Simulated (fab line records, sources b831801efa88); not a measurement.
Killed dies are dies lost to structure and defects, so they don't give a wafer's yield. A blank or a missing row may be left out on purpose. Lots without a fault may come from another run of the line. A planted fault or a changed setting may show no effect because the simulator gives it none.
fab line records | flow sky130 | part 1 of 2: steps 1 to 28 of 37
record lots=5 wafers=15 last_day=50
route steps=708 shown SONOS_ONO@184 GATE_OXIDE@187 POLY_GATE@204 RES_PROTECT@206
lots that met no fault: from a run of the same line without faults
start_h: hours from the record's first day to the start of the lot's first wafer shown | wait_h: hours since the lot's step before | " the same as in the row above | L1.1+2: a row that stands for several wafers | - no value, or no start given | * or withheld: withheld | < > ~ a bound
route shown NAME@n: a module of which the file shows steps, and the number in the route of the first | usual: mean/standard deviation of fault-free wafers | same: alike in all rows | chamber/n: place in a boat | sites: the reading at each site | _std_site: their standard deviation | _edge_site: outer sites' mean less inner sites' | radius_mm: how far each site lies from the wafer's centre | mask NAME#n: copy n | behind: the tool/chamber that last shaped the wafer | hold: why the lot was held/for how many hours/how that ended | device: the transistor (n, p or np) that didn't switch | end of line: the same wafers' tests at the end of the route | a step without rows: its recipe alone | killed: dies lost to structure and defects at the first sort, not the wafer's yield | map: a wafer's dies, x killed, . not, _ none there
set.NAME: the setting as run; set.NAME@STEP: as run at that earlier step | model.NAME: the simulator's own value behind a step, which no gauge read
lots at some steps of the route; a table a step, a row a wafer
services: from which hour (start_h, from the record's first day; less than 0 if before it) a tool's chamber was out of use, for how many hours, and why
## steps
# step SKY_SONOS_ONO_WET_ETCH_16
# recipe chemistry=dHF target_depth_nm=14 dry=n2_spin target=SiO2 dilution=100:1 temp_c=25 time_s=280
# columns lot.wafer tool chamber start_h wait_h
L081.4+5+6 wet_bench-03 1 346.11 0.0
L085.2+3+6 wet_bench-01 0 381.36 0.0
L090.1+2+6 wet_bench-01 2 427.69 0.0
L092.2+3+4 wet_bench-03 0 435.66 0.0
L095.2+3+6 wet_bench-01 2 465.61 0.0
# step SKY_SONOS_ONO_STRIP_17
# recipe chemistry=O2/N2 power_w=1400 pressure_mtorr=1500 platen_temp_c=withheld o2_flow_sccm=3000 n2_flow_sccm=300 overash_fraction=0.5
# usual drypump_motor_current_A=5.8/0.47 o2_flow_sccm=3000/9.3 oes_product_au=0.710/0.0043 strip_time_to_endpoint_s=14.11/0.034
# columns lot.wafer tool chamber start_h wait_h drypump_motor_current_A o2_flow_sccm oes_product_au rf_hours_counter_h strip_time_to_endpoint_s
L081.4 plasma_asher-02 1 346.24 0.0 5.2 3008 0.704 - 14.16
L081.5 " 1 " " 5.2 3006 0.716 - 14.12
L081.6 " 0 " " 5.2 2990 0.710 - 14.16
L085.2 plasma_asher-02 0 381.44 0.0 5.3 3013 0.715 27 14.07
L085.3 " 1 " " 5.2 3009 0.716 - 14.10
L085.6 " 1 " " 5.2 3007 0.714 - 14.06
L090.1 plasma_asher-02 1 427.77 0.0 5.2 3009 0.711 32 14.05
L090.2 " 0 " " 5.2 2997 0.709 32 14.11
L090.6 " 1 " " 5.2 3000 0.709 - 14.06
L092.2 plasma_asher-04 1 435.74 0.0 6.1 2997 0.710 1 14.16
L092.3 " 1 " " 6.0 3007 0.715 - 14.11
L092.4 " 0 " " 6.3 2991 0.714 - 14.11
L095.2 plasma_asher-04 1 465.71 0.0 6.0 3013 0.714 4 14.05
L095.3 " 1 " " 6.0 3000 0.711 - 14.12
L095.6 " 0 " " 6.4 3006 0.705 - 14.04
# step SKY_SONOS_ONO_WET_ETCH_18
# recipe chemistry=H3PO4 target_depth_nm=15 target=Si3N4 temp_c=160 time_s=172
# columns lot.wafer tool chamber start_h wait_h
L081.4+5+6 wet_bench-01 0 346.31 0.0
L085.2+3+6 wet_bench-03 0 381.54 0.1
L090.1+2+6 wet_bench-02 3 427.87 0.1
L092.2+3+4 wet_bench-01 2 435.84 0.1
L095.2+3+6 wet_bench-01 2 465.81 0.1
# step SKY_GATE_OXIDE_CLEAN_00
# recipe chemistry=SC1/SC2 mix=1:4:20 temp_c=70 time_s=150 dry=n2_spin
# columns lot.wafer tool chamber start_h wait_h
L081.4+5+6 wet_bench-02 2 346.36 0.0
L085.2+3+6 wet_bench-01 3 381.60 0.0
L090.1+2+6 wet_bench-03 2 427.93 0.0
L092.2+3+4 wet_bench-03 0 435.90 0.0
L095.2+3+6 wet_bench-01 3 465.88 0.0
# step SKY_GATE_OXIDE_OXIDATION_01
# recipe temp_c=900 ambient=O2 stabilise_s=600 purge_s=300 target_thk_a=102.68 ox_time_s=1473
# same purge_s=300
# columns lot.wafer tool chamber start_h wait_h
L081.4+5+6 furnace-01 0 348.03 1.6
L085.2+3+6 furnace-01 0 381.65 0.0
L090.1+2+6 furnace-02 0 428.21 0.2
L092.2+3+4 furnace-02 0 436.86 0.9
L095.2+3+6 furnace-02 0 466.83 0.9
# step SKY_GATE_OXIDE_THK_MEAS_02
# recipe reads=SiO2_of_GATE_OXIDE_OXIDATION_01
# usual GATE_OXIDE_OXIDATION_00_THK=10.32/0.16
# columns lot.wafer tool chamber start_h wait_h GATE_OXIDE_OXIDATION_00_THK[nm]
L081.4 film_metro-02 - 349.47 0.0 10.42
L081.5 " - " " 10.19
L081.6 " - " " 10.33
L085.2 film_metro-03 - 383.07 0.0 10.35
L085.3 " - " " 10.26
L085.6 " - " " 10.31
L090.1 film_metro-02 - 429.62 0.0 10.19
L090.2 " - " " 10.04
L090.6 " - " " 10.30
L092.2 film_metro-03 - 438.28 0.0 10.24
L092.3 " - " " 10.36
L092.4 " - " " 10.21
L095.2 film_metro-01 - 468.25 0.0 10.41
L095.3 " - " " 10.41
L095.6 " - " " 10.13
# step SKY_GATE_OXIDE_DEHYDRATE_03
# recipe temp_c=200 time_s=60
# usual chill_plate_temp_C=23.00/0.1
# columns lot.wafer tool chamber start_h wait_h chill_plate_temp_C
L081.4 litho_track-01 0 363.21 13.7 23.08
L081.5 " 0 " " 23.09
L081.6 " 0 " " 23.05
L085.2 litho_track-03 0 397.28 14.2 23.00
L085.3 " 0 " " 23.00
L085.6 " 0 " " 23.04
L090.1 litho_track-01 0 444.88 15.3 23.09
L090.2 " 0 " " 23.00
L090.6 " 0 " " 23.16
L092.2 litho_track-01 0 453.71 15.4 22.90
L092.3 " 0 " " 22.89
L092.4 " 0 " " 22.96
L095.2 litho_track-01 0 483.06 14.8 22.90
L095.3 " 0 " " 22.97
L095.6 " 0 " " 22.80
# step SKY_GATE_OXIDE_HMDS_04
# recipe prime_time_s=60 prime_temp_c=120
# usual chill_plate_temp_C=23.01/0.11
# columns lot.wafer tool chamber start_h wait_h chill_plate_temp_C
L081.4 litho_track-01 0 363.36 0.1 22.96
L081.5 " 0 " " 23.04
L081.6 " 0 " " 22.92
L085.2 litho_track-03 0 397.43 0.1 23.07
L085.3 " 0 " " 23.27
L085.6 " 0 " " 22.96
L090.1 litho_track-01 0 445.03 0.1 22.99
L090.2 " 0 " " 23.06
L090.6 " 0 " " 23.12
L092.2 litho_track-01 0 453.86 0.1 22.87
L092.3 " 0 " " 23.02
L092.4 " 0 " " 22.86
L095.2 litho_track-01 0 483.21 0.1 23.15
L095.3 " 0 " " 23.01
L095.6 " 0 " " 22.93
# step SKY_GATE_OXIDE_COAT_05
# recipe resist=NOVOLAK spin_rpm=3000 resist_thk_nm=1140
# usual chill_plate_temp_C=23.01/0.1 spin_speed_rpm=2999.7/1.7
# columns lot.wafer tool chamber start_h wait_h chill_plate_temp_C spin_speed_rpm
L081.4 litho_track-01 0 363.51 0.1 23.17 3002.5
L081.5 " 0 " " 22.90 3000.9
L081.6 " 0 " " 23.02 2999.9
L085.2 litho_track-03 0 397.58 0.1 23.10 2996.1
L085.3 " 0 " " 22.97 2995.0
L085.6 " 0 " " 22.96 3000.4
L090.1 litho_track-01 0 445.18 0.1 22.82 3001.0
L090.2 " 0 " " 22.90 3000.9
L090.6 " 0 " " 22.93 2998.6
L092.2 litho_track-01 0 454.01 0.1 23.02 2999.8
L092.3 " 0 " " 22.99 2997.1
L092.4 " 0 " " 23.00 2998.3
L095.2 litho_track-01 0 483.36 0.1 22.86 2999.3
L095.3 " 0 " " 23.17 2997.6
L095.6 " 0 " " 22.94 2996.9
# step SKY_GATE_OXIDE_SOFTBAKE_06
# recipe temp_c=90 time_s=60 resist=NOVOLAK
# usual chill_plate_temp_C=23.01/0.11
# columns lot.wafer tool chamber start_h wait_h chill_plate_temp_C
L081.4 litho_track-01 0 363.66 0.1 22.89
L081.5 " 0 " " 22.97
L081.6 " 0 " " 23.06
L085.2 litho_track-03 0 397.73 0.1 22.92
L085.3 " 0 " " 22.92
L085.6 " 0 " " 22.74
L090.1 litho_track-01 0 445.33 0.1 22.89
L090.2 " 0 " " 23.06
L090.6 " 0 " " 23.14
L092.2 litho_track-01 0 454.16 0.1 22.99
L092.3 " 0 " " 22.95
L092.4 " 0 " " 22.93
L095.2 litho_track-01 0 483.51 0.1 23.02
L095.3 " 0 " " 22.90
L095.6 " 0 " " 22.87
# step SKY_GATE_OXIDE_EXPOSE_07
# recipe mask_id=LVOM na=0.6 source_shape=conventional sigma_outer=0.6 polarization=unpolarized target_cd_nm=600 dose_mj=170
# same na=0.6
# columns lot.wafer tool chamber start_h wait_h mask
L081.4+5+6 iline_stepper-01 0 - - LVOM#0
L085.2+3+6 iline_stepper-02 0 - - LVOM#0
L090.1+2+6 iline_stepper-02 0 - - LVOM#0
L092.2+3+4 iline_stepper-01 0 - - LVOM#0
L095.2+3+6 iline_stepper-02 0 - - LVOM#0
# step SKY_GATE_OXIDE_PEB_08
# recipe temp_c=withheld time_s=* resist=NOVOLAK
# usual chill_plate_temp_C=*
# columns lot.wafer tool chamber start_h wait_h chill_plate_temp_C
L081.4 litho_track-04 0 - - *
L081.5 " 0 " " *
L081.6 " 0 " " *
L085.2 litho_track-01 0 - - *
L085.3 " 0 " " *
L085.6 " 0 " " *
L090.1 litho_track-03 0 - - *
L090.2 " 0 " " *
L090.6 " 0 " " *
L092.2 litho_track-04 0 - - *
L092.3 " 0 " " *
L092.4 " 0 " " *
L095.2 litho_track-04 0 - - *
L095.3 " 0 " " *
L095.6 " 0 " " *
# step SKY_GATE_OXIDE_DEVELOP_09
# recipe resist=NOVOLAK developer=TMAH develop_time_s=60 dev_temp_c=23
# usual chill_plate_temp_C=22.99/0.096
# columns lot.wafer tool chamber start_h wait_h chill_plate_temp_C
L081.4 litho_track-04 0 377.35 0.1 23.07
L081.5 " 0 " " 23.18
L081.6 " 0 " " 22.99
L085.2 litho_track-01 0 412.31 0.1 22.97
L085.3 " 0 " " 22.91
L085.6 " 0 " " 23.00
L090.1 litho_track-03 0 461.06 0.1 22.94
L090.2 " 0 " " 23.02
L090.6 " 0 " " 22.84
L092.2 litho_track-04 0 468.95 0.1 22.89
L092.3 " 0 " " 22.97
L092.4 " 0 " " 22.97
L095.2 litho_track-04 0 498.94 0.1 22.94
L095.3 " 0 " " 23.03
L095.6 " 0 " " 23.00
# step SKY_GATE_OXIDE_OVL_MEAS_10
# usual GATE_OXIDE_OVL=0.5/1.5
# columns lot.wafer tool chamber start_h wait_h GATE_OXIDE_OVL[nm]
L081.4 overlay-02 - 377.44 0.1 -1.4
L081.5 " - " " -1.5
L081.6 " - " " -0.8
L085.2 overlay-02 - 412.44 0.1 0.2
L085.3 " - " " 2.1
L085.6 " - " " 2.5
L090.1 overlay-01 - 461.21 0.1 2.3
L090.2 " - " " -0.1
L090.6 " - " " 0.8
L092.2 overlay-01 - 469.08 0.1 0.7
L092.3 " - " " -1.5
L092.4 " - " " 0.4
L095.2 overlay-02 - 499.08 0.1 0.1
L095.3 " - " " 0.4
L095.6 " - " " -0.3
# step SKY_GATE_OXIDE_IMPLANT_11
# recipe species=B energy_kev=10 dose_cm2=2.6e+12 tilt_deg=withheld
# usual faraday_current_uA=14.68/0.29
# columns lot.wafer tool chamber start_h wait_h faraday_current_uA
L081.4 implanter-04 0 377.53 0.1 14.81
L081.5 " 0 " " 14.94
L081.6 " 0 " " 15.05
L085.2 implanter-03 0 412.49 0.0 14.00
L085.3 " 0 " " 14.39
L085.6 " 0 " " 14.83
L090.1 implanter-01 0 461.24 0.0 14.90
L090.2 " 0 " " 14.84
L090.6 " 0 " " 14.62
L092.2 implanter-03 0 469.13 0.0 14.76
L092.3 " 0 " " 14.93
L092.4 " 0 " " 14.72
L095.2 implanter-04 0 499.13 0.0 14.52
L095.3 " 0 " " 14.67
L095.6 " 0 " " 14.55
# step SKY_GATE_OXIDE_WET_ETCH_12
# recipe chemistry=dHF target_depth_nm=16.8 dry=n2_spin target=SiO2 dilution=100:1 temp_c=25 time_s=336
# columns lot.wafer tool chamber start_h wait_h
L081.4+5+6 wet_bench-01 1 377.61 0.1
L085.2+3+6 wet_bench-01 0 412.62 0.1
L090.1+2+6 wet_bench-01 2 461.39 0.1
L092.2+3+4 wet_bench-03 0 469.26 0.1
L095.2+3+6 wet_bench-03 3 499.26 0.1
# step SKY_GATE_OXIDE_STRIP_13
# recipe chemistry=O2/N2 power_w=1400 pressure_mtorr=1500 platen_temp_c=withheld o2_flow_sccm=3000 n2_flow_sccm=300 overash_fraction=0.5
# usual drypump_motor_current_A=5.7/0.48 o2_flow_sccm=3000/9 oes_product_au=0.716/0.0044 strip_time_to_endpoint_s=14.18/0.048
# columns lot.wafer tool chamber start_h wait_h drypump_motor_current_A o2_flow_sccm oes_product_au rf_hours_counter_h strip_time_to_endpoint_s
L081.4 plasma_asher-01 1 377.74 0.0 6.3 2996 0.716 - 14.21
L081.5 " 0 " " 5.3 2988 0.721 - 14.13
L081.6 " 1 " " 6.3 3009 0.711 - 14.18
L085.2 plasma_asher-02 1 412.72 0.0 5.2 2997 0.721 30 14.17
L085.3 " 1 " " 5.2 2992 0.721 - 14.22
L085.6 " 1 " " 5.2 2989 0.713 - 14.20
L090.1 plasma_asher-01 0 461.51 0.0 5.2 3007 0.712 62 14.13
L090.2 " 1 " " 6.4 2999 0.717 62 14.12
L090.6 " 1 " " 6.4 2993 0.715 - 14.14
L092.2 plasma_asher-03 0 469.36 0.0 6.1 3014 0.721 66 14.13
L092.3 " 1 " " 6.1 2995 0.707 - 14.12
L092.4 " 0 " " 6.1 2996 0.722 - 14.12
L095.2 plasma_asher-01 0 499.36 0.0 5.3 3001 0.715 66 14.11
L095.3 " 0 " " 5.2 2991 0.708 - 14.12
L095.6 " 1 " " 6.4 3005 0.720 - 14.14
# step SKY_GATE_OXIDE_TW_MEAS_14
# usual GATE_OXIDE_TW=223.0/2.3
# columns lot.wafer tool chamber start_h wait_h GATE_OXIDE_TW
L081.4 film_metro-03 - 377.84 0.1 223.4
L081.5 " - " " 224.3
L081.6 " - " " 225.2
L085.2 film_metro-01 - 412.83 0.1 218.2
L085.3 " - " " 217.0
L085.6 " - " " 218.5
L090.1 film_metro-01 - 461.61 0.1 220.4
L090.2 " - " " 219.4
L090.6 " - " " 219.3
L092.2 film_metro-02 - 469.47 0.1 223.8
L092.3 " - " " 224.4
L092.4 " - " " 223.6
L095.2 film_metro-02 - 499.47 0.1 222.6
L095.3 " - " " 222.9
L095.6 " - " " 222.5
# step SKY_GATE_OXIDE_CLEAN_15
# recipe chemistry=SC1/SC2 mix=1:4:20 temp_c=70 time_s=150 dry=n2_spin
# columns lot.wafer tool chamber start_h wait_h
L081.4+5+6 wet_bench-03 1 377.87 0.0
L085.2+3+6 wet_bench-03 2 412.88 0.0
L090.1+2+6 wet_bench-01 3 461.67 0.1
L092.2+3+4 wet_bench-03 3 469.52 0.0
L095.2+3+6 wet_bench-01 1 499.52 0.0
# step SKY_GATE_OXIDE_OXIDATION_16
# recipe temp_c=800 ambient=O2 idle_temp_c=700 ramp_up_c_per_min=10 ramp_down_c_per_min=3 stabilise_s=600 purge_s=300 target_thk_a=35.7 ox_time_s=1915
# same purge_s=300
# columns lot.wafer tool chamber start_h wait_h
L081.4+5+6 furnace-02 0 378.04 0.1
L085.2+3+6 furnace-02 0 416.11 3.2
L090.1+2+6 furnace-02 0 461.72 0.0
L092.2+3+4 furnace-02 0 469.65 0.1
L095.2+3+6 furnace-01 0 499.57 0.0
# step SKY_POLY_GATE_CVD_00
# recipe material=poly-Si target_thk_nm=180 temp_c=620 time_s=720 pressure_mtorr=200
# usual susceptor_temp_C=620.07/0.3
# columns lot.wafer tool chamber start_h wait_h susceptor_temp_C
L081.4 lpcvd-01 0 379.57 0.0 619.94
L081.5 " 0 " " 620.02
L081.6 " 0 " " 620.27
L085.2 lpcvd-01 0 417.64 0.0 620.28
L085.3 " 0 " " 620.50
L085.6 " 0 " " 620.78
L090.1 lpcvd-01 1 463.25 0.0 620.03
L090.2 " 1 " " 620.15
L090.6 " 1 " " 620.01
L092.2 lpcvd-01 0 471.18 0.0 619.95
L092.3 " 0 " " 620.04
L092.4 " 0 " " 620.17
L095.2 lpcvd-01 1 501.10 0.0 620.23
L095.3 " 1 " " 619.99
L095.6 " 1 " " 620.09
# step SKY_POLY_GATE_THK_MEAS_01
# recipe reads=poly-Si_of_POLY_GATE_CVD_00
# usual POLY_GATE_CVD_00_THK=179.0/1.4
# columns lot.wafer tool chamber start_h wait_h POLY_GATE_CVD_00_THK[nm]
L081.4 film_metro-04 - 381.40 0.0 178.5
L081.5 " - " " 179.1
L081.6 " - " " 180.0
L085.2 film_metro-01 - 419.45 0.0 178.0
L085.3 " - " " 180.2
L085.6 " - " " 178.7
L090.1 film_metro-01 - 464.45 0.0 181.3
L090.2 " - " " 180.8
L090.6 " - " " 180.4
L092.2 film_metro-04 - 472.39 0.0 178.7
L092.3 " - " " 181.1
L092.4 " - " " 179.4
L095.2 film_metro-04 - 502.31 0.0 177.7
L095.3 " - " " 178.3
L095.6 " - " " 177.9
# step SKY_RES_PROTECT_DEHYDRATE_00
# recipe temp_c=200 time_s=60
# usual chill_plate_temp_C=22.99/0.094
# columns lot.wafer tool chamber start_h wait_h chill_plate_temp_C
L081.4 litho_track-04 0 395.45 14.0 22.94
L081.5 " 0 " " 23.00
L081.6 " 0 " " 22.99
L085.2 litho_track-01 0 433.91 14.4 22.87
L085.3 " 0 " " 22.98
L085.6 " 0 " " 22.81
L090.1 litho_track-01 0 478.93 14.5 22.99
L090.2 " 0 " " 22.96
L090.6 " 0 " " 22.79
L092.2 litho_track-02 0 486.86 14.5 23.05
L092.3 " 0 " " 23.03
L092.4 " 0 " " 23.04
L095.2 litho_track-02 0 516.91 14.6 23.02
L095.3 " 0 " " 23.00
L095.6 " 0 " " 23.23
# step SKY_RES_PROTECT_HMDS_01
# recipe prime_time_s=60 prime_temp_c=120
# usual chill_plate_temp_C=22.98/0.11
# columns lot.wafer tool chamber start_h wait_h chill_plate_temp_C
L081.4 litho_track-04 0 395.60 0.1 23.04
L081.5 " 0 " " 23.00
L081.6 " 0 " " 22.94
L085.2 litho_track-01 0 434.06 0.1 22.91
L085.3 " 0 " " 22.72
L085.6 " 0 " " 22.95
L090.1 litho_track-01 0 479.08 0.1 22.99
L090.2 " 0 " " 23.10
L090.6 " 0 " " 23.20
L092.2 litho_track-02 0 487.01 0.1 23.10
L092.3 " 0 " " 22.96
L092.4 " 0 " " 23.16
L095.2 litho_track-02 0 517.06 0.1 22.81
L095.3 " 0 " " 23.02
L095.6 " 0 " " 22.94
# step SKY_RES_PROTECT_COAT_02
# recipe resist=NOVOLAK spin_rpm=3000 resist_thk_nm=1140
# usual chill_plate_temp_C=23.00/0.11 spin_speed_rpm=2999.9/1.9
# columns lot.wafer tool chamber start_h wait_h chill_plate_temp_C spin_speed_rpm
L081.4 litho_track-04 0 395.75 0.1 23.06 2998.8
L081.5 " 0 " " 22.93 3000.9
L081.6 " 0 " " 22.91 2997.6
L085.2 litho_track-01 0 434.21 0.1 22.88 2998.8
L085.3 " 0 " " 23.01 3002.1
L085.6 " 0 " " 23.08 3004.5
L090.1 litho_track-01 0 479.23 0.1 22.93 3001.8
L090.2 " 0 " " 22.89 3001.8
L090.6 " 0 " " 22.96 2999.4
L092.2 litho_track-02 0 487.16 0.1 22.94 3001.6
L092.3 " 0 " " 23.06 3003.1
L092.4 " 0 " " 23.25 2999.4
L095.2 litho_track-02 0 517.21 0.1 22.91 3001.0
L095.3 " 0 " " 22.99 3000.1
L095.6 " 0 " " 22.93 3000.8
# step SKY_RES_PROTECT_SOFTBAKE_03
# recipe temp_c=90 time_s=60 resist=NOVOLAK
# usual chill_plate_temp_C=23.01/0.092
# columns lot.wafer tool chamber start_h wait_h chill_plate_temp_C
L081.4 litho_track-04 0 395.90 0.1 23.00
L081.5 " 0 " " 23.04
L081.6 " 0 " " 23.00
L085.2 litho_track-01 0 434.36 0.1 22.91
L085.3 " 0 " " 22.97
L085.6 " 0 " " 23.00
L090.1 litho_track-01 0 479.38 0.1 23.04
L090.2 " 0 " " 23.03
L090.6 " 0 " " 22.99
L092.2 litho_track-02 0 487.31 0.1 23.16
L092.3 " 0 " " 23.13
L092.4 " 0 " " 23.01
L095.2 litho_track-02 0 517.36 0.1 23.02
L095.3 " 0 " " 23.08
L095.6 " 0 " " 23.02
# step SKY_RES_PROTECT_EXPOSE_04
# recipe mask_id=RPM na=0.6 source_shape=conventional sigma_outer=0.6 polarization=unpolarized target_cd_nm=1270 dose_mj=131
# same na=0.6
# columns lot.wafer tool chamber start_h wait_h mask
L081.4+5+6 iline_stepper-01 0 - - RPM#0
L085.2+3+6 iline_stepper-02 0 - - RPM#0
L090.1+2+6 iline_stepper-02 0 - - RPM#0
L092.2+3+4 iline_stepper-02 0 - - RPM#0
L095.2+3+6 iline_stepper-02 0 - - RPM#0
# step SKY_RES_PROTECT_PEB_05
# recipe temp_c=withheld time_s=* resist=NOVOLAK
# usual chill_plate_temp_C=*
# columns lot.wafer tool chamber start_h wait_h chill_plate_temp_C
L081.4 litho_track-04 0 - - *
L081.5 " 0 " " *
L081.6 " 0 " " *
L085.2 litho_track-01 0 - - *
L085.3 " 0 " " *
L085.6 " 0 " " *
L090.1 litho_track-01 0 - - *
L090.2 " 0 " " *
L090.6 " 0 " " *
L092.2 litho_track-04 0 - - *
L092.3 " 0 " " *
L092.4 " 0 " " *
L095.2 litho_track-04 0 - - *
L095.3 " 0 " " *
L095.6 " 0 " " *
